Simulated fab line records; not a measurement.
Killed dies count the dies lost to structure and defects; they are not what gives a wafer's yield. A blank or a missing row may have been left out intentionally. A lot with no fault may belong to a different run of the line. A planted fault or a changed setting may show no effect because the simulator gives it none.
What tool caused it? || flow gf180mcu || 6 lots, 18 wafers sampled, at 4 steps of a route of 602

== WHAT THE GAUGES SHOWED, per wafer ==
GF_V5_RS_MEAS_24: the measuring method here is four-point-probe.
{"lot": "L480", "measured": "day 27 17:44", "on": "film-metro-03", "V5_W_RS (ohm/sq)": "0.328 0.333 0.329"}
{"lot": "L485", "measured": "day 29 03:59", "on": "film-metro-04", "V5_W_RS (ohm/sq)": "0.318 0.319 0.326"}
{"lot": "L495", "measured": "day 31 23:26", "on": "film-metro-01", "V5_W_RS (ohm/sq)": "0.332 0.325 0.328"}
{"lot": "L497", "measured": "day 32 09:41", "on": "film-metro-04", "V5_W_RS (ohm/sq)": "0.327 0.320 0.328"}
{"lot": "L499", "measured": "day 33 01:30", "on": "film-metro-04", "V5_W_RS (ohm/sq)": "0.332 0.333 0.322"}
{"lot": "L501", "measured": "day 33 07:43", "on": "film-metro-04", "V5_W_RS (ohm/sq)": "0.321 0.331 0.328"}

== TOOL THAT RAN EACH LOT (tool first, then ch and the chambers of the sampled wafers, then the start) ==
{"lot": "L480", "GF_M4_STRIP_17": "plasma-asher-02 ch 0,1, day 24 01:07", "GF_V4_CMP_04": "cmp-02 ch 0,2,3, day 24 02:00", "GF_V5_ETCH_16": "rie-diel-03 ch 0,2,3, day 27 16:49"}
{"lot": "L485", "GF_M4_STRIP_17": "plasma-asher-01 ch 0,1, day 25 14:26", "GF_V4_CMP_04": "cmp-02 ch 2,3, day 25 15:11", "GF_V5_ETCH_16": "rie-diel-03 ch 1,2,3, day 29 03:02"}
{"lot": "L495", "GF_M4_STRIP_17": "plasma-asher-03 ch 0, day 28 16:20", "GF_V4_CMP_04": "cmp-01 ch 0,1, day 28 17:10", "GF_V5_ETCH_16": "rie-diel-02 ch 0,1, day 31 22:32"}
{"lot": "L497", "GF_M4_STRIP_17": "plasma-asher-02 ch 0,1, day 29 04:22", "GF_V4_CMP_04": "cmp-02 ch 0,1,3, day 29 05:10", "GF_V5_ETCH_16": "rie-diel-01 ch 0,2, day 32 08:47"}
{"lot": "L499", "GF_M4_STRIP_17": "plasma-asher-03 ch 0,1, day 29 22:08", "GF_V4_CMP_04": "cmp-01 ch 0,1,3, day 29 23:00", "GF_V5_ETCH_16": "rie-diel-03 ch 0,1,3, day 33 00:28"}
{"lot": "L501", "GF_M4_STRIP_17": "plasma-asher-02 ch 0,1, day 30 04:30", "GF_V4_CMP_04": "cmp-02 ch 0,2, day 30 05:23", "GF_V5_ETCH_16": "rie-diel-01 ch 0,2, day 33 06:29"}
- GF_M4_STRIP_17: strips in O2/N2.
- GF_V4_CMP_04: polishes SiO2.
- GF_V5_ETCH_16: etches BARC in N2/H2.

== THE ANSWER, worked out from the rows above alone ==
Rule: usual is defined by the lots themselves. The widest of any qualifying gaps counts: lots, ordered by their means at a reading, are off when they make up no more than a third of the lots, leave a main group of 4 or more, and stand apart from it by 3 or more times the standard deviation of that group's means. If all means in a main group match to the digits the tables above print for the reading, that group is not used. A lot without any number at a reading at which 4 lots or more have one is off too. Any other lot the step has rows for is counted as sound.
Nothing can be told from this: no lot is off at any reading shown.

== WHAT THE SIMULATOR HAD INSERTED ==
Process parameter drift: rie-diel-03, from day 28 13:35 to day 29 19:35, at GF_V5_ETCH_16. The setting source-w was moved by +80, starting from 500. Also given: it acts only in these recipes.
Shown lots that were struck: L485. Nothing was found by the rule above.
